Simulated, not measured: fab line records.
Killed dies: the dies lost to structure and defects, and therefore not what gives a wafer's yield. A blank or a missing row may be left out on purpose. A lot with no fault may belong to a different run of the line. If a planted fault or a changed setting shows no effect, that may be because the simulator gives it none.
Code-filled problem report in 8D (eight disciplines) form :: flow sky130 :: the parts of the form that need people (team, actions taken, sign-off) are left out

## 1. WHAT IS WRONG
chamber_pressure_pa at SKY_METAL3_SPUTTER_04 reads a mean of 0.5125 Pa on 6 wafers of 2 lots; wafers without a fault read 0.4000 Pa with a standard deviation of 0.00077. That is +99 or more standard deviations from the usual mean.
The step: material TiN, target thk 70 nm, time 58.3 s.
The first sign was on wafer L132.3 at day 40 06:08, on pvd_sputter-01. The record has a number at this step for 18 wafers belonging to 6 lots. Rule for "out" (also "out of limits"): further than 4 standard deviations from the usual mean. All remaining wafers that have a number are taken as sound.

## 2. WHAT IT IS, AND WHAT IT ISN'T
question: which readings at this step
is: chamber_pressure_pa
is not: -

question: which lots
is: L131, L132
is not: L137, L140, L141, L144

question: which wafers of those lots
is: all that have a number
is not: -

question: read on which tools
is: pvd_sputter-01
is not: pvd_sputter-02, pvd_sputter-04

question: when
is: from day 40 06:08
is not: up to then (0 sound wafers); but 12 sound wafers of L137, L140, L141, L144 came after

## 3. SUSPECTS, AND WHAT RULES EACH OUT
Counting: any tool at a process step up to the reading is kept as a suspect provided that every lot that is out went through it and no sound lot did after the first of them.
- cvd_w-02 at SKY_VIA2_CVD_21 (deposits W, target thk 420 nm, time 126.4 s): ruled out as a lasting fault. After its first lot that is out, L132 (day 40 05:28), sound lots L140, L144 ran on it.
- pvd_sputter-01 at SKY_METAL3_SPUTTER_00 (material Ti, target thk 15 nm, time 10 s): ruled out as a lasting fault. After its first lot that is out, L132 (day 40 06:02), sound lots L140 ran on it.
- pvd_sputter-01 at SKY_METAL3_SPUTTER_02 (material AlCu, target thk 735 nm, time 39.1 s): ruled out as a lasting fault. After its first lot that is out, L132 (day 40 06:05), sound lots L140 ran on it.
- pvd_sputter-01 at SKY_METAL3_SPUTTER_03 (material Ti, target thk 5 nm, time 3.3 s): ruled out as a lasting fault. After its first lot that is out, L132 (day 40 06:07), sound lots L140 ran on it.
- pvd_sputter-01 at SKY_METAL3_SPUTTER_04 (material TiN, target thk 70 nm, time 58.3 s): ruled out as a lasting fault. After its first lot that is out, L132 (day 40 06:08), sound lots L140 ran on it.
Left after counting: nothing in the record.

## 4. THE CAUSE (what the simulator had put in)
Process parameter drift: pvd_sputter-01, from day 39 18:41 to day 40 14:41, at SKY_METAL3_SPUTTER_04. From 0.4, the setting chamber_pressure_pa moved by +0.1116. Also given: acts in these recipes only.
Counting ruled it out, wrongly.

## 5. THE CHAIN OF EFFECTS, in route order
Each row: a reading where the mean over the struck wafers with a number is more than 3 standard deviations away from the usual. Readings are gone through only where the record gives a usual standard deviation; hours: the median, over the lots, of the time from a lot's start at the first step in this table giving one to that lot's start at this step; sigmas: the change measured in usual standard deviations.
hours: 0
step: SKY_METAL3_SPUTTER_04
reading: chamber_pressure_pa
usual: 0.4000 Pa
on struck wafers: 0.5125
change: +0.1125
sigmas: +99 or more

hours: 0
step: SKY_METAL3_SPUTTER_04
reading: throttle_valve_pct
usual: 29.9 %
on struck wafers: 25.9
change: -3.9
sigmas: -4.0
The process steps in it:
- SKY_METAL3_SPUTTER_04: material TiN, target thk 70 nm, time 58.3 s.

## 6. HOW IT WOULD HAVE BEEN CAUGHT EARLIER
First out-of-limits reading in this record: day 40 06:08, which is 11 hours after fault onset at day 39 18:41.
